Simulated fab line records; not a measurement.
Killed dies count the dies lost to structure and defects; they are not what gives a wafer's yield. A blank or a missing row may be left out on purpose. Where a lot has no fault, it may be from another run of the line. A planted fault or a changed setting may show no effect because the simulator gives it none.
Which tool is to blame? :: flow sky130 :: 13 lots with 39 wafers sampled at 3 steps, on a route of 708 steps

## WHAT THE GAUGES SHOWED, per wafer
SKY_NWELL_TW_MEAS_26. Usual: NWELL_2_TW gives 498 (standard deviation 11).
lot: L876
measured: day 5 04:23
on: film-metro-02
NWELL_2_TW: 515 512 510
flag: 

lot: L880
measured: day 6 08:17
on: film-metro-04
NWELL_2_TW: 488 484 487
flag: 

lot: L881
measured: day 6 21:43
on: film-metro-04
NWELL_2_TW: 486 486 485
flag: 

lot: L882
measured: day 7 04:13
on: film-metro-04
NWELL_2_TW: 488 486 488
flag: 

lot: L885
measured: day 7 22:01
on: film-metro-02
NWELL_2_TW: 510 510 510
flag: 

lot: L887
measured: day 8 09:40
on: film-metro-02
NWELL_2_TW: 512 507 511
flag: 

lot: L886
measured: day 8 10:22
on: film-metro-02
NWELL_2_TW: 510 512 510
flag: 

lot: L891
measured: day 9 09:52
on: film-metro-03
NWELL_2_TW: 497 496 496
flag: 

lot: L893
measured: day 9 15:51
on: film-metro-03
NWELL_2_TW: 493 493 496
flag: 

lot: L895
measured: day 10 04:29
on: film-metro-02
NWELL_2_TW: 510 514 513
flag: 

lot: L897
measured: day 10 11:02
on: film-metro-04
NWELL_2_TW: 483 484 484
flag: 

lot: L898
measured: day 10 20:05
on: film-metro-03
NWELL_2_TW: 496 494 493
flag: 

lot: L899
measured: day 11 02:09
on: film-metro-03
NWELL_2_TW: 494 496 493
flag: 

SKY_SONOS_TUNNEL_CD_MEAS_07: the cd target is 410 nm. Usual: cd-nm at 411.3 nm, with a standard deviation of 2.2.
lot: L876
measured: day 10 23:58
on: cd-sem-02
cd-nm (nm): 409.7 410.0 409.7
flag: 

lot: L880
measured: day 12 13:45
on: cd-sem-01
cd-nm (nm): 412.1 413.0 412.1
flag: 

lot: L881
measured: day 13 09:57
on: cd-sem-02
cd-nm (nm): 408.8 407.8 407.4
flag: 

lot: L882
measured: day 13 18:12
on: cd-sem-01
cd-nm (nm): 408.2 407.8 410.1
flag: 

lot: L885
measured: day 14 15:52
on: cd-sem-01
cd-nm (nm): 411.6 412.0 411.8
flag: 

lot: L887
measured: day 15 08:31
on: cd-sem-01
cd-nm (nm): 413.7 412.0 412.8
flag: 

lot: L886
measured: day 15 10:45
on: cd-sem-02
cd-nm (nm): 413.9 413.5 412.2
flag: 

lot: L891
measured: day 16 18:36
on: cd-sem-02
cd-nm (nm): 413.6 414.8 413.4
flag: 

lot: L893
measured: day 16 23:20
on: cd-sem-01
cd-nm (nm): 430.2 428.0 430.0
flag: OFF

lot: L895
measured: day 17 17:55
on: cd-sem-01
cd-nm (nm): 430.0 428.8 427.8
flag: OFF

lot: L897
measured: day 18 04:39
on: cd-sem-01
cd-nm (nm): 411.8 411.5 410.1
flag: 

lot: L898
measured: day 18 14:36
on: cd-sem-02
cd-nm (nm): 413.4 414.2 411.5
flag: 

lot: L899
measured: day 19 00:25
on: cd-sem-01
cd-nm (nm): 413.1 410.9 411.5
flag: 

## EACH LOT AND THE TOOL THAT RAN IT (in order: tool; ch and the chambers of the sampled wafers; start)
lot: L876
SKY_SONOS_TUNNEL_DEVELOP_06: litho-track-03 ch 0, day 10 23:49

lot: L880
SKY_SONOS_TUNNEL_DEVELOP_06: litho-track-01 ch 0, day 12 13:33

lot: L881
SKY_SONOS_TUNNEL_DEVELOP_06: litho-track-01 ch 0, day 13 09:48

lot: L882
SKY_SONOS_TUNNEL_DEVELOP_06: litho-track-01 ch 0, day 13 18:03

lot: L885
SKY_SONOS_TUNNEL_DEVELOP_06: litho-track-04 ch 0, day 14 15:43

lot: L887
SKY_SONOS_TUNNEL_DEVELOP_06: litho-track-03 ch 0, day 15 08:22

lot: L886
SKY_SONOS_TUNNEL_DEVELOP_06: litho-track-03 ch 0, day 15 10:37

lot: L891
SKY_SONOS_TUNNEL_DEVELOP_06: litho-track-01 ch 0, day 16 18:27

lot: L893
SKY_SONOS_TUNNEL_DEVELOP_06: litho-track-01 ch 0, day 16 23:11

lot: L895
SKY_SONOS_TUNNEL_DEVELOP_06: litho-track-01 ch 0, day 17 17:46

lot: L897
SKY_SONOS_TUNNEL_DEVELOP_06: litho-track-04 ch 0, day 18 04:30

lot: L898
SKY_SONOS_TUNNEL_DEVELOP_06: litho-track-04 ch 0, day 18 14:27

lot: L899
SKY_SONOS_TUNNEL_DEVELOP_06: litho-track-03 ch 0, day 19 00:16
- SKY_SONOS_TUNNEL_DEVELOP_06: develop time 60 s.

## AS READ BY THE TOOLS THEMSELVES (means over the sampled wafers that have a number; for cases with no such wafer, the mark the record gives instead)
SKY_SONOS_TUNNEL_DEVELOP_06. Usual: developer-temp-C at 23.00 C, with a standard deviation of 0.1.
lot: L876
tool: litho-track-03
developer-temp-C (C): 23.04
flag: 

lot: L880
tool: litho-track-01
developer-temp-C (C): 22.84
flag: 

lot: L881
tool: litho-track-01
developer-temp-C (C): 23.02
flag: 

lot: L882
tool: litho-track-01
developer-temp-C (C): 23.04
flag: 

lot: L885
tool: litho-track-04
developer-temp-C (C): 22.98
flag: 

lot: L887
tool: litho-track-03
developer-temp-C (C): 22.90
flag: 

lot: L886
tool: litho-track-03
developer-temp-C (C): 22.98
flag: 

lot: L891
tool: litho-track-01
developer-temp-C (C): 22.99
flag: 

lot: L893
tool: litho-track-01
developer-temp-C (C): 22.90
flag: 

lot: L895
tool: litho-track-01
developer-temp-C (C): 22.96
flag: 

lot: L897
tool: litho-track-04
developer-temp-C (C): 23.01
flag: 

lot: L898
tool: litho-track-04
developer-temp-C (C): 23.04
flag: 

lot: L899
tool: litho-track-03
developer-temp-C (C): 22.96
flag: 

## THE ANSWER, worked out from the rows above alone
Rule: a lot is off if the mean of its wafers that have a number lies more than 3 standard deviations from the usual mean. A lot without any number at a reading at which 4 lots or more have one is off too. The other lots that the step has rows for count as sound. After the gauges, taken in route order, come the tools' own readings; for these a lot's mean is taken, as printed above. The first step at which some lot is off is used, and at that step the reading that is off furthest; a lot without a number counts as furthest.
Off: L893, L895, at SKY_SONOS_TUNNEL_CD_MEAS_07 (cd-nm).
A tool fits if, at a process step before that reading, it ran every lot that is off, and no sound lot after the first of them. Gauges at SKY_SONOS_TUNNEL_CD_MEAS_07: tried the same way as those tools. One fits: SKY_SONOS_TUNNEL_DEVELOP_06 on litho-track-01. A fault onset in the window from L891 (day 16 18:27, its last sound lot) to L893 (day 16 23:11, its first lot off) fits.

## WHAT WAS PUT IN BY THE SIMULATOR
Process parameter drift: litho-track-01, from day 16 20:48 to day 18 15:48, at SKY_SONOS_TUNNEL_DEVELOP_06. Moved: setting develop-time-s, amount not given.
Shown lots that were struck: L893, L895. The rule above found the same.
